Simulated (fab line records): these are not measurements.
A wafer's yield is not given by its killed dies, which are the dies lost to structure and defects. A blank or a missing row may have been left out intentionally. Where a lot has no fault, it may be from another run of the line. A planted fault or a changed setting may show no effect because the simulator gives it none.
One fault through the eyes of 2 desks    flow gf180mcu    only its own numbers are on each desk; what lay behind them is given at the end

THE METROLOGY DESK
Means of the sampled wafers that have a number, per lot and without regard to the tool the lot ran on: this is what the gauges read. The brackets show how far a lot's mean lies from the usual mean; more than 4 standard deviations puts the lot out of limits, marked OUT.
Columns: A = PASSIVATION_BOW at GF_PASSIVATION_BOW_MEAS_14, usual 134 um
lot   first seen here  A
L629  day 29 07:06     124
L630  day 29 13:46     128
L631  day 29 22:26     130
L632  day 30 03:14     136
L633  day 30 10:31     138
L635  day 30 23:43     143
L642  day 32 20:26     128
L643  day 33 02:26     123
L644  day 33 05:16     117
L645  day 33 11:55     125
L646  day 33 19:49     120
L649  day 34 11:53     136
L651  day 35 03:38     148
Finding of this desk: none of the 13 lots has anything out of limits.

THE TOOL OWNER'S DESK: rie-diel-02
The tool's own readings at GF_V4_ETCH_17 (etches SiO2 in C4F8/O2/Ar, stops on TiN, target depth 630 nm): means of the sampled wafers that have a number, for each lot that ran on this tool. The brackets show how far a lot's mean lies from the usual mean; more than 4 standard deviations puts the lot out of limits, marked OUT.
Columns: A = oes-product-au at GF_V4_ETCH_17, usual 0.855 a.u.
lot   first seen here  A
L633  day 25 23:00     0.853
L642  day 28 19:00     0.851
L643  day 29 03:00     0.854
Finding of this desk: none of the 3 lots has anything out of limits.

PUT TOGETHER
Metrology desk: nothing out of limits seen.
Nothing out of limits was seen by the tool owner's desk.

WHAT THE SIMULATOR HAD PUT IN
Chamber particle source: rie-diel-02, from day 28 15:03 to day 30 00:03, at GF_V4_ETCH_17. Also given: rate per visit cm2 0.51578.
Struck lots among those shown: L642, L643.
